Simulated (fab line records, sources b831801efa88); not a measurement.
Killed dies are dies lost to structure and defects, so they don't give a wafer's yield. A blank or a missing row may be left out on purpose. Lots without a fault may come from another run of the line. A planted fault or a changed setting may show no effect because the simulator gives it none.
One fault seen from 2 desks | flow gf180mcu | each desk has only its own numbers; what lay behind them comes last

THE METROLOGY DESK
What the gauges read, lot by lot, whatever tool the lot ran on: means of the sampled wafers that have a number. A lot is out of limits, marked OUT, if its mean lies more than 4 standard deviations from the usual mean; the brackets give that distance.
Columns: A = V5_W_RS at GF_V5_RS_MEAS_24, usual 0.328 ohm/sq; B = V5_W_THK at GF_V5_THK_MEAS_25, usual 349 nm; C = TOP_METAL_ALCU_RS at GF_TOP_METAL_RS_MEAS_05, usual 0.0327 ohm/sq; D = TOP_METAL_ALCU_THK at GF_TOP_METAL_THK_MEAS_06, usual 911 nm; E = cd_nm at GF_TOP_METAL_CD_MEAS_14, usual 440.3 nm; F = TOP_METAL_OVL at GF_TOP_METAL_OVL_MEAS_15, usual 0.4 nm
lot  | first seen here | A     | B   | C      | D   | E     | F
L674 | day 27 07:11    | 0.332 | 342 | 0.0329 | 905 | 438.4 | 1.6
L677 | day 28 09:19    | 0.326 | 348 | 0.0325 | 928 | 438.7 | 1.2
L688 | day 31 10:31    | 0.333 | 340 | 0.0328 | 902 | 439.4 | -0.6
L689 | day 31 15:31    | 0.328 | 355 | 0.0325 | 916 | 440.5 | -0.1
L691 | day 32 03:54    | 0.329 | 347 | 0.0327 | 907 | 441.3 | 0.4
L694 | day 33 00:58    | 0.327 | 349 | 0.0324 | 918 | 442.2 | 2.9
This desk's finding: nothing out of limits on any of the 6 lots.

THE TOOL OWNER'S DESK: pvd_sputter-02
The tool's own readings at GF_TOP_METAL_SPUTTER_04 (material TiN, target thk 25 nm, time 20.8 s): means of the sampled wafers that have a number, for each lot that ran on this tool. A lot is out of limits, marked OUT, if its mean lies more than 4 standard deviations from the usual mean; the brackets give that distance.
Columns: A = throttle_valve_pct at GF_TOP_METAL_SPUTTER_04, usual 30.2 %
lot  | first seen here | A
L677 | day 28 09:58    | 30.2
L688 | day 31 11:11    | 30.1
L689 | day 31 16:08    | 30.2
This desk's finding: nothing out of limits on any of the 3 lots.

PUT TOGETHER
The metrology desk saw nothing out of limits.
The tool owner's desk saw nothing out of limits.

WHAT THE SIMULATOR HAD PUT IN
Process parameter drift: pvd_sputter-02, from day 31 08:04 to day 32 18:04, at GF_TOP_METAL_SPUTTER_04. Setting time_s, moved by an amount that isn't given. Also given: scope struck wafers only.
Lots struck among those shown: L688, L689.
